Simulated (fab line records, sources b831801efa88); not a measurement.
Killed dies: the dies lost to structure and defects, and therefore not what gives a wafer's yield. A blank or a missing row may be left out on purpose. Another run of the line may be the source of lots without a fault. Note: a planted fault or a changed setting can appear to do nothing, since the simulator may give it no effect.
What tool caused it?	flow sky130	12 lots with 34 wafers sampled at 5 steps, on a route of 708 steps

WHAT EACH GAUGE READ, for each wafer
SKY_VIA1_CD_MEAS_12: target cd 150 nm.
lot	measured	on	cdNm (nm)
L686	day 35 03:07	cdSem-02	148.5 147.9 148.6
L690	day 35 10:22	cdSem-01	148.1 148.7 147.6
L694	day 36 14:43	cdSem-01	149.2
L698	day 37 19:06	cdSem-01	151.0 149.6 152.7
L700	day 38 02:34	cdSem-01	146.8 148.5 147.7
L701	day 38 09:11	cdSem-02	149.2 148.3 147.3
L704	day 39 22:45	cdSem-02	149.0 148.1 147.6
L705	day 39 22:59	cdSem-01	151.0 149.9 149.9
L706	day 40 04:42	cdSem-02	147.4 147.5 148.8
L707	day 40 09:06	cdSem-01	149.3 150.0 151.0
L708	day 40 11:21	cdSem-02	150.2 150.0 149.6
L709	day 40 23:41	cdSem-02	149.6 148.7 148.9

SKY_METAL2_RS_MEAS_05: a four-point-probe measurement.
lot	measured	on	METAL2_ALCU_RS (ohm/sq)
L686	day 35 04:44	filmMetro-03	0.1259 0.1253 0.1255
L690	day 35 11:59	filmMetro-03	0.1274 0.1281 0.1260
L694	day 36 16:19	filmMetro-03	0.1273
L698	day 37 20:46	filmMetro-03	0.1264 0.1253 0.1275
L700	day 38 04:16	filmMetro-01	0.1263 0.1263 0.1254
L701	day 38 10:50	filmMetro-02	0.1271 0.1271 0.1250
L704	day 40 00:32	filmMetro-02	0.1298 0.1294 0.1295
L705	day 40 00:59	filmMetro-03	0.1270 0.1261 0.1263
L706	day 40 06:23	filmMetro-02	0.1248 0.1251 0.1257
L707	day 40 10:49	filmMetro-01	0.1262 0.1253 0.1254
L708	day 40 13:24	filmMetro-01	0.1291 0.1281 0.1297
L709	day 41 01:18	filmMetro-03	0.1261 0.1262 0.1274

SKY_VIA2_THK_MEAS_01.
lot	measured	on	VIA2_HDPCVD_THK (nm)
L686	day 36 07:07	filmMetro-02	1213 1200 1204
L690	day 36 15:26	filmMetro-04	1688 1187 1181
L694	day 37 19:35	filmMetro-01	1672
L698	day 38 23:05	filmMetro-01	1169 1157 1181
L700	day 39 06:28	filmMetro-02	1194 1188 1190
L701	day 39 12:45	filmMetro-04	1160 1168 1172
L704	day 41 02:22	filmMetro-04	1188 1197 1191
L705	day 41 03:19	filmMetro-02	1179 1197 1174
L706	day 41 07:50	filmMetro-01	1173 1173 1183
L707	day 41 11:27	filmMetro-01	1181 1203 1177
L708	day 41 14:12	filmMetro-01	1174 1178 1186
L709	day 42 01:34	filmMetro-01	1186 1185 1156

WHAT TOOL EACH LOT RAN ON (gives the tool, then ch and the chambers of the sampled wafers, and finally the start)
lot	SKY_VIA1_ETCH_14	SKY_VIA2_HDPCVD_00
L686	rieDiel-02 ch 0,1,2, day 35 03:15	hdpcvd-01 ch 0,1, day 36 06:59
L690	rieDiel-03 ch 0,2,3, day 35 10:30	hdpcvd-01 ch 0,2, day 36 15:18
L694	rieDiel-01 ch 0, day 36 14:51	hdpcvd-01 ch 0, day 37 19:26
L698	rieDiel-03 ch 0,1, day 37 19:15	hdpcvd-02 ch 1,2, day 38 22:58
L700	rieDiel-02 ch 1,2,3, day 38 02:43	hdpcvd-02 ch 1,2, day 39 06:20
L701	rieDiel-03 ch 0,1,2, day 38 09:19	hdpcvd-02 ch 0,2, day 39 12:37
L704	rieDiel-01 ch 0,1, day 39 22:55	hdpcvd-02 ch 1,2, day 41 02:11
L705	rieDiel-03 ch 0,1,3, day 39 23:09	hdpcvd-02 ch 2, day 41 03:08
L706	rieDiel-01 ch 1,2,3, day 40 04:52	hdpcvd-01 ch 0,1,2, day 41 07:43
L707	rieDiel-02 ch 1,2,3, day 40 09:16	hdpcvd-01 ch 0,1, day 41 11:19
L708	rieDiel-01 ch 1,2, day 40 11:31	hdpcvd-01 ch 0,1,2, day 41 14:04
L709	rieDiel-02 ch 0,3, day 40 23:48	hdpcvd-02 ch 0,2, day 42 01:26
- SKY_VIA1_ETCH_14: etches BARC in N2/H2, stops on SiO2, time 45.9 s, target depth 60 nm.
- SKY_VIA2_HDPCVD_00: deposits SiO2, target thk 1180 nm, time 196.7 s.

WHAT THE TOOLS THEMSELVES READ (means of the sampled wafers that have a number; where no wafer has one, the mark that the record gives instead)
SKY_VIA1_ETCH_14.
lot	tool	drypumpMotorCurrentA (A)	oesProductAu (a.u.)	throttleValvePct (%)
L686	rieDiel-02	5.9	0.855	13.231
L690	rieDiel-03	5.3	0.859	13.224
L694	rieDiel-01	5.8	0.855	13.242
L698	rieDiel-03	5.2	0.851	13.231
L700	rieDiel-02	5.7	0.851	13.230
L701	rieDiel-03	5.4	0.852	13.228
L704	rieDiel-01	5.7	0.858	13.213
L705	rieDiel-03	5.2	0.857	13.230
L706	rieDiel-01	5.7	0.851	13.236
L707	rieDiel-02	5.7	0.847	13.222
L708	rieDiel-01	5.7	0.853	13.224
L709	rieDiel-02	5.9	0.856	13.232

SKY_VIA2_HDPCVD_00.
lot	tool	pressureMtorr (mTorr)	runLengthS (s)	susceptorTempC (C)
L686	hdpcvd-01	5.993	224.3	400.09
L690	hdpcvd-01	6.014	251.2	400.01
L694	hdpcvd-01	6.007	305.1	400.12
L698	hdpcvd-02	6.012	224.8	400.10
L700	hdpcvd-02	6.005	224.6	399.99
L701	hdpcvd-02	5.998	224.8	400.05
L704	hdpcvd-02	6.008	224.6	399.77
L705	hdpcvd-02	5.979	225.0	399.85
L706	hdpcvd-01	6.002	224.2	400.15
L707	hdpcvd-01	5.991	224.3	399.82
L708	hdpcvd-01	6.006	224.3	400.17
L709	hdpcvd-02	5.994	225.1	399.98

THE ANSWER, worked out from the rows above alone
Rule: the usual values come from the lots themselves. Put in order of their means at a reading, lots are off if they are a third of the lots or fewer, leave a main group of 4 or more, and stand apart from it by a gap of 3 or more times the standard deviation of the main group's means; of several such gaps the widest counts. A main group is skipped when, at the precision printed for the reading in the tables above, its means are all equal. A lot without any number at a reading at which 4 lots or more have one is off too. Where the step has rows for the other lots, those lots are counted as sound. The gauges are gone through in route order, then the tools' own readings, and for those a lot's mean is taken as printed above. At the first step where some lot is off, the reading lying furthest off is the one used; lots without a number count as furthest.
Off: at SKY_VIA2_THK_MEAS_01 (VIA2_HDPCVD_THK), L690, L694. The main group has a mean of 1183 nm with a standard deviation of 11.
A tool fits if, at a process step before that reading, it ran every lot that is off, and no sound lot after the first of them. The gauges at SKY_VIA2_THK_MEAS_01 aren't tried: what is off there is off at SKY_VIA2_HDPCVD_00 too, on other tools, and a gauge's error can't cause that. No candidate that was tried fits.

WHAT THE SIMULATOR HAD INSERTED
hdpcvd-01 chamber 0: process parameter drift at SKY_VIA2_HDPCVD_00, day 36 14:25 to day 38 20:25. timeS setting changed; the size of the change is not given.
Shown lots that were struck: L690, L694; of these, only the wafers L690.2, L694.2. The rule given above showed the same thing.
